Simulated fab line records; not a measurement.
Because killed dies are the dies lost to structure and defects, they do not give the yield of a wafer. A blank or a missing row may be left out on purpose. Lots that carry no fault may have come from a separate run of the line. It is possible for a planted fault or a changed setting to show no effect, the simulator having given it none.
fab line records	flow gf180mcu
[record] lots = 13	wafers = 39	last-day = 34
route steps=602 shown V2@397 V3@444
lots with no fault: from the same line, run without faults
start-h: hours from the record's first day to the start of the lot's first wafer shown	wait-h: hours elapsed since this lot's preceding step	" identical to the entry in the row above	L1.1+2: a row that stands for several wafers	- either no value or no given start	* or withheld: withheld	< > ~ a bound
route shown NAME@n: a module of which the file shows steps, and the number in the route of the first	usual: average and standard deviation across the fault-free wafers	same: alike in all rows	chamber/n: place in a boat	sites: readings site by site	_std_site: their standard deviation	_edge_site: outer sites' mean less inner sites'	radius-mm: how far each site lies from the wafer's centre	mask NAME#n: copy n	behind: tool/chamber where the wafer was last shaped	hold: why the lot went on hold/how many hours it stayed there/how the hold came to an end	device: transistor that didn't switch, given as n, p or np	end of line: the route-end tests of the same wafers	where a step has no rows: the recipe by itself	killed: the dies lost at the first sort to structure and to defects; this is not the yield of the wafer	map: a wafer's dies, marking killed ones x, the rest . and places with no die _
set.NAME: setting as actually run; set.NAME@STEP: the setting as run at that earlier step	model.NAME: the simulator's own value behind a step, which no gauge read
a sample of lots followed through the steps of the route, with each step as a table and each wafer as a row
services: a tool's chamber out of use, with start hour (start-h, from the record's first day; less than 0 if before it), hours out, and reason
[[steps]]
[step GF_V2_OVL_MEAS_15]
[usual] V2_OVL = -4/5.6
lot.wafer	tool	chamber	start-h	wait-h	V2_OVL[nm]
L343.1	overlay-01	-	465.27	0.1	-5
L343.2	"	-	"	"	-9
L343.6	"	-	"	"	-7
L345.3	overlay-02	-	481.81	0.1	-8
L345.5	"	-	"	"	-12
L345.6	"	-	"	"	-3
L346.1	overlay-02	-	494.97	0.1	0
L346.2	"	-	"	"	2
L346.3	"	-	"	"	1
L348.2	overlay-02	-	504.98	0.1	1
L348.4	"	-	"	"	-2
L348.6	"	-	"	"	0
L349.1	overlay-01	-	515.32	0.1	-8
L349.2	"	-	"	"	-4
L349.3	"	-	"	"	-11
L351.1	overlay-01	-	532.77	0.1	-9
L351.3	"	-	"	"	-6
L351.5	"	-	"	"	-3
L352.2	overlay-01	-	541.48	0.1	-3
L352.3	"	-	"	"	-4
L352.4	"	-	"	"	0
L360.1	overlay-01	-	623.70	0.1	-9
L360.2	"	-	"	"	-12
L360.3	"	-	"	"	-8
L361.1	overlay-02	-	624.67	0.1	1
L361.2	"	-	"	"	0
L361.5	"	-	"	"	-5
L362.2	overlay-01	-	631.75	0.1	2
L362.3	"	-	"	"	-1
L362.6	"	-	"	"	-2
L364.1	overlay-02	-	640.95	0.1	-3
L364.2	"	-	"	"	1
L364.3	"	-	"	"	-6
L366.2	overlay-01	-	649.85	0.1	-12
L366.4	"	-	"	"	-13
L366.6	"	-	"	"	-10
L365.2	overlay-02	-	651.50	0.1	4
L365.4	"	-	"	"	6
L365.5	"	-	"	"	-1
[step GF_V3_OVL_MEAS_15]
[usual] V3_OVL = -3/5.4
lot.wafer	tool	chamber	start-h	wait-h	V3_OVL[nm]
L343.1	overlay-01	-	514.80	0.1	2
L343.2	"	-	"	"	-1
L343.6	"	-	"	"	-6
L345.3	overlay-02	-	531.16	0.1	-1
L345.5	"	-	"	"	-7
L345.6	"	-	"	"	-1
L346.1	overlay-01	-	543.80	0.1	1
L346.2	"	-	"	"	-13
L346.3	"	-	"	"	-6
L348.2	overlay-02	-	553.08	0.1	0
L348.4	"	-	"	"	-4
L348.6	"	-	"	"	4
L349.1	overlay-02	-	564.62	0.1	0
L349.2	"	-	"	"	0
L349.3	"	-	"	"	5
L351.1	overlay-01	-	579.85	0.1	3
L351.3	"	-	"	"	-4
L351.5	"	-	"	"	6
L352.2	overlay-01	-	588.98	0.1	-7
L352.3	"	-	"	"	-6
L352.4	"	-	"	"	-8
L360.1	overlay-02	-	665.97	0.1	-1
L360.2	"	-	"	"	-5
L360.3	"	-	"	"	-3
L361.1	overlay-01	-	667.67	0.1	-3
L361.2	"	-	"	"	0
L361.5	"	-	"	"	0
L362.2	overlay-02	-	673.90	0.1	-15
L362.3	"	-	"	"	-11
L362.6	"	-	"	"	-7
L364.1	overlay-02	-	681.07	0.1	0
L364.2	"	-	"	"	-1
L364.3	"	-	"	"	-3
L366.2	overlay-01	-	690.60	0.1	-3
L366.4	"	-	"	"	0
L366.6	"	-	"	"	-4
L365.2	overlay-01	-	692.55	0.1	-8
L365.4	"	-	"	"	-5
L365.5	"	-	"	"	-3
[step GF_V3_SPUTTER_22]
[recipe] material = TiN	target-thk-nm = 10	chamber-pressure-pa = 5	power-w = 4000	time-s = 40
[usual] throttle-valve-pct = 30.5/1.4
lot.wafer	tool	chamber	start-h	wait-h	throttle-valve-pct
L343.1	pvd-sputter-04	-	515.57	0.0	30.4
L343.2	"	-	"	"	29.5
L343.6	"	-	"	"	30.1
L345.3	pvd-sputter-03	-	531.91	0.0	27.9
L345.5	"	-	"	"	29.7
L345.6	"	-	"	"	29.6
L346.1	pvd-sputter-03	-	544.56	0.0	29.6
L346.2	"	-	"	"	29.9
L346.3	"	-	"	"	30.1
L348.2	pvd-sputter-04	-	553.83	0.0	32.7
L348.4	"	-	"	"	29.8
L348.6	"	-	"	"	31.6
L349.1	pvd-sputter-04	-	565.38	0.0	30.1
L349.2	"	-	"	"	29.5
L349.3	"	-	"	"	31.4
L351.1	pvd-sputter-03	-	580.65	0.0	27.7
L351.3	"	-	"	"	29.5
L351.5	"	-	"	"	29.5
L352.2	pvd-sputter-04	-	589.73	0.0	30.1
L352.3	"	-	"	"	32.7
L352.4	"	-	"	"	29.7
L360.1	pvd-sputter-01	-	666.73	0.0	29.8
L360.2	"	-	"	"	29.2
L360.3	"	-	"	"	31.4
L361.1	pvd-sputter-01	-	668.43	0.0	30.0
L361.2	"	-	"	"	31.2
L361.5	"	-	"	"	28.9
L362.2	pvd-sputter-01	-	674.67	0.0	29.9
L362.3	"	-	"	"	29.0
L362.6	"	-	"	"	28.7
L364.1	pvd-sputter-01	-	681.83	0.0	29.9
L364.2	"	-	"	"	31.6
L364.3	"	-	"	"	31.6
L366.2	pvd-sputter-04	-	691.36	0.0	31.4
L366.4	"	-	"	"	29.7
L366.6	"	-	"	"	32.9
L365.2	pvd-sputter-03	-	693.32	0.0	27.9
L365.4	"	-	"	"	29.6
L365.5	"	-	"	"	29.7
[step GF_V3_CVD_23]
[recipe] material = W	target-thk-nm = 350	time-s = 104.9	temp-c = 400	pressure-torr = 40
[usual] chamber-pressure-Torr = 40.00/0.086	heater-power-outer-w = 492/28	heater-power-w = 838/48
lot.wafer	tool	chamber	start-h	wait-h	chamber-pressure-Torr	heater-power-outer-w	heater-power-w
L343.1	cvd-w-02	0	515.61	0.0	40.00	477	820
L343.2	"	1	"	"	40.07	505	767
L343.6	"	1	"	"	40.04	482	773
L345.3	cvd-w-01	0	531.99	0.1	39.81	524	881
L345.5	"	1	"	"	39.95	474	808
L345.6	"	0	"	"	39.89	506	883
L346.1	cvd-w-02	0	544.60	0.0	39.97	456	853
L346.2	"	1	"	"	40.02	484	786
L346.3	"	0	"	"	40.07	462	821
L348.2	cvd-w-01	0	553.87	0.0	40.09	521	893
L348.4	"	0	"	"	40.05	533	908
L348.6	"	1	"	"	39.97	461	804
L349.1	cvd-w-01	1	565.42	0.0	39.83	464	815
L349.2	"	0	"	"	40.05	522	882
L349.3	"	1	"	"	39.86	467	828
L351.1	cvd-w-01	1	580.69	0.0	40.05	455	809
L351.3	"	1	"	"	40.07	466	811
L351.5	"	1	"	"	40.04	462	830
L352.2	cvd-w-01	1	589.77	0.0	40.10	464	791
L352.3	"	0	"	"	39.93	510	893
L352.4	"	1	"	"	39.93	482	795
L360.1	cvd-w-02	1	666.77	0.0	39.96	497	787
L360.2	"	0	"	"	37.52	464	836
L360.3	"	1	"	"	40.13	499	790
L361.1	cvd-w-01	0	668.47	0.0	39.93	537	909
L361.2	"	1	"	"	40.06	469	806
L361.5	"	0	"	"	39.91	536	889
L362.2	cvd-w-01	0	674.71	0.0	39.91	531	918
L362.3	"	0	"	"	39.96	531	894
L362.6	"	1	"	"	40.00	473	807
L364.1	cvd-w-01	1	681.87	0.0	39.99	455	817
L364.2	"	0	"	"	40.07	524	901
L364.3	"	1	"	"	39.92	461	798
L366.2	cvd-w-01	0	691.40	0.0	39.90	536	943
L366.4	"	1	"	"	39.92	462	815
L366.6	"	1	"	"	40.10	476	808
L365.2	cvd-w-01	1	693.35	0.0	39.82	467	832
L365.4	"	0	"	"	40.03	529	929
L365.5	"	0	"	"	40.01	538	904
[[services]]
tool	chamber	start-h	hours	kind
cvd-w-01	-	494.73	0.6	repair
pvd-sputter-01	-	563.03	2.9	repair
cvd-w-02	1	580.81	9.5	repair
cvd-w-01	0	597.39	8.4	repair
cvd-w-02	-	610.71	6.0	pm
pvd-sputter-01	-	618.58	1.8	repair
cvd-w-01	-	637.96	14.6	pm
cvd-w-01	-	653.00	0.8	repair
cvd-w-01	-	654.27	0.7	repair
pvd-sputter-03	-	656.51	26.9	repair
pvd-sputter-03	-	663.83	29.1	repair
cvd-w-02	-	672.91	2.8	pm
[[key]]
[first-sign] step = GF_V3_CVD_23	reading = chamber-pressure-Torr	direction = down	sigmas = 29	usual = 40.00	struck = 37.52
effect none on later readings
met-at GF_V3_CVD_23
struck-lots L360
struck-wafers L360.2
not-acting-at GF_V2_OVL_MEAS_15,GF_V3_OVL_MEAS_15,GF_V3_SPUTTER_22
onset-between 544.60 666.77
[fault] kind = process-parameter-drift	tool = cvd-w-02	chamber = 0	onset-h = 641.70	steps = GF_V3_CVD_23	channel = pressure-torr	offset = -2.6516	shape = step	end-h = 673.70	acts-in = these-recipes-only	stated = 40
